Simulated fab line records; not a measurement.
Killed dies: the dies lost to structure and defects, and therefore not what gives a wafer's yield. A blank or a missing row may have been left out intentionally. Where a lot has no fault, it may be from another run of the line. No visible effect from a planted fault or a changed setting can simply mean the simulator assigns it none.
2 desks looking at one fault    flow gf180mcu    each desk holds nothing but its own numbers, with what lay behind them at the end

THE TOOL OWNER'S DESK: hdpcvd-01
The tool's own readings at GF_STI_CVD_23 (deposits SiO2, target thk 650 nm, time 108.3 s): means of the sampled wafers that have a number, for each lot that ran on this tool. A lot is out of limits, marked OUT, if its mean lies more than 4 standard deviations from the usual mean; the brackets give that distance.
Columns: A = sih4FlowSccm at GF_STI_CVD_23, usual 59.02 sccm
lot   first seen here  A
L260  day 2 23:53      58.89
L264  day 3 21:56      59.07
L265  day 4 01:09      58.98
L266  day 4 07:23      59.06
L268  day 4 16:38      59.18
L269  day 4 21:56      58.92
This desk found nothing out of limits on any of the 6 lots.

METROLOGY DESK
Means of the sampled wafers that have a number, per lot and without regard to the tool the lot ran on: this is what the gauges read. A lot is out of limits, marked OUT, if its mean lies more than 4 standard deviations from the usual mean; the brackets give that distance.
Columns: A = STI_CVD_23_THK at GF_STI_THK_MEAS_24, usual 637 nm; B = CONTACT_W_RS at GF_CONTACT_RS_MEAS_25, usual 0.394 ohm/sq; C = V1_CVD_02_THK at GF_V1_THK_MEAS_03, usual 851 nm; D = V1_OVL at GF_V1_OVL_MEAS_15, usual 1 nm
lot   first seen here  A              B      C    D
L259  day 2 18:28      636            0.395  843  11
L260  day 2 23:59      648            0.396  847  -5
L263  day 3 15:02      644            0.396  844  0
L264  day 3 22:02      646            0.392  852  3
L265  day 4 01:14      629            0.393  860  2
L266  day 4 07:28      412 (-35) OUT  0.398  857  1
L268  day 4 16:43      528 (-17) OUT  0.397  858  2
L269  day 4 22:01      525 (-17) OUT  0.391  854  2
L274  day 6 00:09      633            0.399  833  1
L275  day 6 06:22      633            0.397  852  -6
L276  day 6 10:22      636            0.392  849  -2
L277  day 6 15:14      641            0.393  851  4
L278  day 6 20:38      640            0.396  850  6
Per this desk, out of limits: L266, L268, L269; the first was L266, day 4 07:28 (STI_CVD_23_THK at GF_STI_THK_MEAS_24). In limits: L259, L260, L263, L264, L265, L274, L275, L276, L277, L278.

BROUGHT TOGETHER
On L266, L268, L269, the metrology desk was in a position to raise an alarm at day 4 07:28.
Nothing out of limits was seen by the tool owner's desk.
Tool owner's desk: L266, L268, L269 on record, inside its limits.
The lots listed all ran GF_STI_CVD_23 on hdpcvd-01.

WHAT THE SIMULATOR HAD INSERTED
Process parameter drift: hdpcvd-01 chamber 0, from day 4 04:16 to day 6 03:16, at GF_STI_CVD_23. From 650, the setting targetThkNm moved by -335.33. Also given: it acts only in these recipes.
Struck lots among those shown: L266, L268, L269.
Time in hours between the start of the fault and the first out-of-limits reading at each desk: metrology desk, 3.
